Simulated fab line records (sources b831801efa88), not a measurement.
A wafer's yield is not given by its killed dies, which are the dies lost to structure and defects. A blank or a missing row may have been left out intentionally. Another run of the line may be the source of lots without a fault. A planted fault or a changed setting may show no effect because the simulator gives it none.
Which tool was responsible? -- flow sfq-line -- 39 wafers from 13 lots sampled at 4 of the route's 325 steps

== WHAT THE GAUGES SHOWED, per wafer ==
The record lacks any reading of a measuring or inspecting step that a usual standard deviation could be used to judge.

== WHAT TOOL EACH LOT RAN ON (gives the tool, then ch and the chambers of the sampled wafers, and finally the start) ==
lot,SFQ_TRILAYER_M1_BARC_OPEN_METAL_ETCH_054,SFQ_TRILAYER_R5_DEP_SPUTTER_133,SFQ_TRILAYER_R5_ETCH_METAL_ETCH_139,SFQ_TRILAYER_I5_ETCH_VIA_ETCH_147
L759,"rie-metal-02 ch 0,1, day 24 13:16","pvd-sputter-04, day 50 03:42","rie-metal-03 ch 0,1, day 51 00:49","rie-diel-03 ch 0,2,3, day 56 12:22"
L760,"rie-metal-03 ch 0,1, day 25 15:41","pvd-sputter-05, day 50 10:34","rie-metal-02 ch 0,1, day 51 02:02","rie-diel-01 ch 0,3, day 56 14:46"
L761,"rie-metal-03 ch 1, day 25 23:05","pvd-sputter-06, day 50 13:32","rie-metal-03 ch 0,1, day 51 03:13","rie-diel-04 ch 2, day 56 18:23"
L762,"rie-metal-03 ch 0,1, day 26 06:17","pvd-sputter-05, day 50 15:19","rie-metal-03 ch 0,1, day 51 05:29","rie-diel-01 ch 2,3, day 56 20:46"
L763,"rie-metal-03 ch 0,1, day 26 14:43","pvd-sputter-04, day 50 18:58","rie-metal-01 ch 0,1, day 51 06:42","rie-diel-03 ch 2,3, day 56 21:58"
L764,"rie-metal-02 ch 0,1, day 26 23:05","pvd-sputter-04, day 51 05:02","rie-metal-02 ch 0,1, day 51 07:53","rie-diel-04 ch 0,1,2, day 56 23:10"
L765,"rie-metal-04 ch 0,1, day 27 02:41","pvd-sputter-05, day 58 02:29","rie-metal-03 ch 0,1, day 58 05:50","rie-diel-04 ch 0,2,3, day 58 09:01"
L766,"rie-metal-02 ch 0,1, day 27 12:17","pvd-sputter-06, day 58 03:41","rie-metal-02 ch 0,1, day 58 07:02","rie-diel-03 ch 0,1,3, day 58 10:14"
L767,"rie-metal-04 ch 0,1, day 27 13:29","pvd-sputter-06, day 64 00:01","rie-metal-01 ch 0,1, day 64 02:37","rie-diel-03 ch 0,1,2, day 64 06:47"
L773,"rie-metal-04 ch 0,1, day 29 13:25","pvd-sputter-06, day 64 19:17","rie-metal-03 ch 0,1, day 64 22:01","rie-diel-04 ch 0,2,3, day 65 02:04"
L776,"rie-metal-04 ch 0,1, day 30 21:59","pvd-sputter-04, day 65 00:01","rie-metal-01 ch 0,1, day 69 13:48","rie-diel-03 ch 0,1,2, day 72 18:02"
L780,"rie-metal-03 ch 0,1, day 32 01:35","pvd-sputter-05, day 66 06:01","rie-metal-02 ch 0,1, day 71 00:37","rie-diel-03 ch 0,1,2, day 73 21:43"
L782,"rie-metal-03 ch 0,1, day 32 14:49","pvd-sputter-04, day 77 06:53","rie-metal-03 ch 0,1, day 79 14:35","rie-diel-03 ch 2,3, day 82 09:45"
- SFQ_TRILAYER_M1_BARC_OPEN_METAL_ETCH_054: etches BARC in O2, target depth 125 nm, time 41.7 s.
- SFQ_TRILAYER_R5_DEP_SPUTTER_133: material MoNx, target thk 40 nm, time 66.7 s.
- SFQ_TRILAYER_R5_ETCH_METAL_ETCH_139: etches the open film in Cl2, stops on SiO2, target depth 60 nm, time 40 s.
- SFQ_TRILAYER_I5_ETCH_VIA_ETCH_147: etches the open film in CHF3, stops on Nb, target depth 360 nm.

== AS READ BY THE TOOLS THEMSELVES (means over the sampled wafers that have a number; for cases with no such wafer, the mark the record gives instead) ==
SFQ_TRILAYER_M1_BARC_OPEN_METAL_ETCH_054.
lot,tool,bias-w (W),drypump-motor-current-A (A),oes-product-au (a.u.),rf-fwd-power-W (W)
L759,rie-metal-02,80.08,6.2,0.688,592.8
L760,rie-metal-03,80.12,5.8,0.688,594.8
L761,rie-metal-03,80.28,6.1,0.682,591.2
L762,rie-metal-03,79.81,5.9,0.680,591.9
L763,rie-metal-03,79.69,5.9,0.684,594.0
L764,rie-metal-02,79.92,6.2,0.684,591.9
L765,rie-metal-04,79.82,5.7,0.687,589.2
L766,rie-metal-02,80.33,6.2,0.688,594.7
L767,rie-metal-04,79.81,5.5,0.685,591.9
L773,rie-metal-04,79.97,5.7,0.677,556.5
L776,rie-metal-04,79.87,5.7,0.685,558.5
L780,rie-metal-03,80.02,5.9,0.685,592.0
L782,rie-metal-03,80.06,5.9,0.689,592.0

SFQ_TRILAYER_R5_DEP_SPUTTER_133.
lot,tool,throttle-valve-pct (%)
L759,pvd-sputter-04,29.9
L760,pvd-sputter-05,30.4
L761,pvd-sputter-06,29.2
L762,pvd-sputter-05,29.7
L763,pvd-sputter-04,29.7
L764,pvd-sputter-04,29.4
L765,pvd-sputter-05,30.3
L766,pvd-sputter-06,29.6
L767,pvd-sputter-06,29.5
L773,pvd-sputter-06,29.4
L776,pvd-sputter-04,29.8
L780,pvd-sputter-05,30.5
L782,pvd-sputter-04,30.2

SFQ_TRILAYER_R5_ETCH_METAL_ETCH_139.
lot,tool,bias-w (W),drypump-motor-current-A (A),oes-product-au (a.u.),rf-fwd-power-W (W)
L759,rie-metal-03,79.90,5.9,0.989,589.1
L760,rie-metal-02,80.02,5.9,0.987,594.2
L761,rie-metal-03,79.62,5.9,0.993,594.8
L762,rie-metal-03,79.91,5.9,0.993,593.7
L763,rie-metal-01,79.99,5.9,0.988,593.9
L764,rie-metal-02,79.96,5.9,0.986,594.1
L765,rie-metal-03,79.93,5.9,0.996,592.1
L766,rie-metal-02,79.85,6.2,0.997,593.1
L767,rie-metal-01,79.86,5.8,0.985,590.0
L773,rie-metal-03,80.02,5.8,0.989,593.3
L776,rie-metal-01,80.02,5.9,0.983,593.1
L780,rie-metal-02,80.30,5.9,0.988,592.0
L782,rie-metal-03,80.05,5.9,0.991,593.5

SFQ_TRILAYER_I5_ETCH_VIA_ETCH_147.
lot,tool,bias-w (W),drypump-motor-current-A (A),oes-product-au (a.u.),rf-fwd-power-W (W)
L759,rie-diel-03,80.18,6.4,0.989,498.7
L760,rie-diel-01,79.95,5.5,0.981,499.2
L761,rie-diel-04,79.75,6.2,0.993,497.8
L762,rie-diel-01,79.76,5.7,0.989,498.7
L763,rie-diel-03,79.97,6.2,0.990,498.2
L764,rie-diel-04,79.99,6.1,0.996,496.4
L765,rie-diel-04,80.10,5.9,0.994,499.0
L766,rie-diel-03,80.13,6.4,0.987,498.5
L767,rie-diel-03,80.11,6.4,0.992,500.8
L773,rie-diel-04,79.84,5.9,0.993,497.8
L776,rie-diel-03,79.88,6.4,0.989,499.5
L780,rie-diel-03,79.97,6.4,0.989,498.4
L782,rie-diel-03,80.17,6.3,0.989,497.6

== THE ANSWER, worked out from the rows above alone ==
Rule: the usual values come from the lots themselves. The widest of any qualifying gaps counts: lots, ordered by their means at a reading, are off when they make up no more than a third of the lots, leave a main group of 4 or more, and stand apart from it by 3 or more times the standard deviation of that group's means. The tables above print the reading to a certain number of digits; a main group whose means all agree to those digits is not used. A lot without any number at a reading at which 4 lots or more have one is off too. Any other lot the step has rows for is counted as sound. After the gauges, taken in route order, come the tools' own readings; for these a lot's mean is taken, as printed above. At the first step where some lot is off, the reading lying furthest off is the one used; lots without a number count as furthest.
Off: L773, L776 (SFQ_TRILAYER_M1_BARC_OPEN_METAL_ETCH_054, rf-fwd-power-W). Main group: mean 592.4 W, sd 1.6.
A tool fits if, at that step or a process step before it, it ran every lot that is off, and no sound lot after the first of them. One candidate fits, namely rie-metal-04 at SFQ_TRILAYER_M1_BARC_OPEN_METAL_ETCH_054. A fault onset in the window from L767 (day 27 13:29, its last sound lot) to L773 (day 29 13:25, its first lot off) fits.
On the lots that are off, the tool's own readings at SFQ_TRILAYER_M1_BARC_OPEN_METAL_ETCH_054 differ by more than 5 times the standard deviation of the sound lots' means, which bears it out; rf-fwd-power-W reads 557.5 W there versus 592.4 W on the sound lots.

== WHAT THE SIMULATOR PUT IN ==
rie-metal-04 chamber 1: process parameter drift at SFQ_TRILAYER_M1_BARC_OPEN_METAL_ETCH_054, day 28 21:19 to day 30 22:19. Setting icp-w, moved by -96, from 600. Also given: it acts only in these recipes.
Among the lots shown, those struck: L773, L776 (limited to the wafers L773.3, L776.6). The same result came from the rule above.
